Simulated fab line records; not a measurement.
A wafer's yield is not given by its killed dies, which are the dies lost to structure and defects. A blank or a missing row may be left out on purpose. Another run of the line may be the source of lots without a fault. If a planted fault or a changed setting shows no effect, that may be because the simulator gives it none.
Chamber matching	flow gf180mcu	hdpcvd-02 running GF_V4_CVD_00: 3 sister chambers
The step deposits SiO2, target thk 600 nm, time 100 s. 6 wafers are shown with their chamber, then 8 later ones without.

== WAFERS PAIRED WITH THEIR CHAMBERS ==
wafer	chamber	runLengthS (s)	pressureMtorr (mTorr)
L696.2	1	128.7	6.007
L696.5	2	127.8	6.024
L696.6	1	128.6	5.999
L698.2	2	127.5	5.984
L698.6	0	128.5	5.980
L704.1	0	128.3	6.017

== WAFERS WHOSE CHAMBER IS MISSING ==
wafer	runLengthS (s)	pressureMtorr (mTorr)
L704.3	128.6	5.999
L704.5	128.3	6.001
L709.1	128.7	6.001
L709.4	128.3	6.007
L709.6	127.8	6.034
L711.2	128.6	5.995
L711.4	128.6	5.978
L711.5	127.5	6.006

== CHAMBER TAKEN BY EACH ==
wafer	from the rows above	in truth
L704.3	can't be placed: 1 or 0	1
L704.5	can't be placed: 0 or 1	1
L709.1	can't be placed: 1 or 0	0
L709.4	can't be placed: 0 or 1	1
L709.6	2	2
L711.2	can't be placed: 1 or 0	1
L711.4	can't be placed: 1 or 0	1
L711.5	2	2
2 of 8 placed correctly. Not placeable from these rows: 6 (in 6, the candidates include the true chamber). 0 placed wrongly.
How it was worked out, from the rows above alone: a wafer's distance from a chamber is the root of the sum, over the readings, of the square of ((its reading less the chamber's mean) divided by the reading's scatter). If the next closest chamber is less than 2 further off than the closest, the wafer can't be placed; otherwise it belongs to the closest. The mean given for a chamber averages the wafers shown for that chamber. How the scatter is found: for the shown wafers, subtract from each reading the mean of its chamber, square and add these, divide the total by (wafers less chambers), then take the root.
